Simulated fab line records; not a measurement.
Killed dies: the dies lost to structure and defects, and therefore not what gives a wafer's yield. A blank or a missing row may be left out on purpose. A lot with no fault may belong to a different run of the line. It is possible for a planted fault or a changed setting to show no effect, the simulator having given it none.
Matching of chambers / flow sky130 / rie_diel-02 running SKY_FIELD_ISO_ETCH_14: 4 sister chambers
The step etches BARC in N2/H2, stops on SiO2, time 45.9 s, target depth 60 nm. 4 wafers are shown with their chamber, then 8 later ones without.

EACH WAFER AND ITS CHAMBER
wafer=L940.2; chamber=3; throttle_valve_pct (%)=13.228
wafer=L942.2; chamber=1; throttle_valve_pct (%)=13.240
wafer=L942.3; chamber=0; throttle_valve_pct (%)=13.223
wafer=L956.3; chamber=2; throttle_valve_pct (%)=13.233

WAFERS WHOSE CHAMBER IS MISSING
wafer=L956.4; throttle_valve_pct (%)=13.223
wafer=L956.5; throttle_valve_pct (%)=13.208
wafer=L958.2; throttle_valve_pct (%)=13.228
wafer=L958.3; throttle_valve_pct (%)=13.219
wafer=L958.4; throttle_valve_pct (%)=13.202
wafer=L959.2; throttle_valve_pct (%)=13.217
wafer=L959.5; throttle_valve_pct (%)=13.217
wafer=L959.6; throttle_valve_pct (%)=13.217

CHAMBER TAKEN BY EACH
wafer=L956.4; from the rows above=can't be placed: 0 or 3 or 2 or 1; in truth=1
wafer=L956.5; from the rows above=can't be placed: 0 or 3 or 2 or 1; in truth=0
wafer=L958.2; from the rows above=can't be placed: 3 or 0 or 2 or 1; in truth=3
wafer=L958.3; from the rows above=can't be placed: 0 or 3 or 2 or 1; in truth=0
wafer=L958.4; from the rows above=can't be placed: 0 or 3 or 2 or 1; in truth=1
wafer=L959.2; from the rows above=can't be placed: 0 or 3 or 2 or 1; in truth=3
wafer=L959.5; from the rows above=can't be placed: 0 or 3 or 2 or 1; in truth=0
wafer=L959.6; from the rows above=can't be placed: 0 or 3 or 2 or 1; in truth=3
Correctly placed: 0 of 8. Cannot be placed on the basis of these rows: 8; the candidates contain the true chamber in 8. Number placed wrongly: 0.
How it was worked out, from the rows above alone: a wafer's distance from a chamber is the root of the sum, over the readings, of the square of ((its reading less the chamber's mean) divided by the reading's scatter). The wafer belongs to the nearest chamber; if the next one is less than 2 further off, it can't be placed. For every chamber, the mean is computed from those of its wafers that are shown. The scatter: root of mean squared gap, hidden wafer to nearest shown wafer, with one shown wafer a chamber.
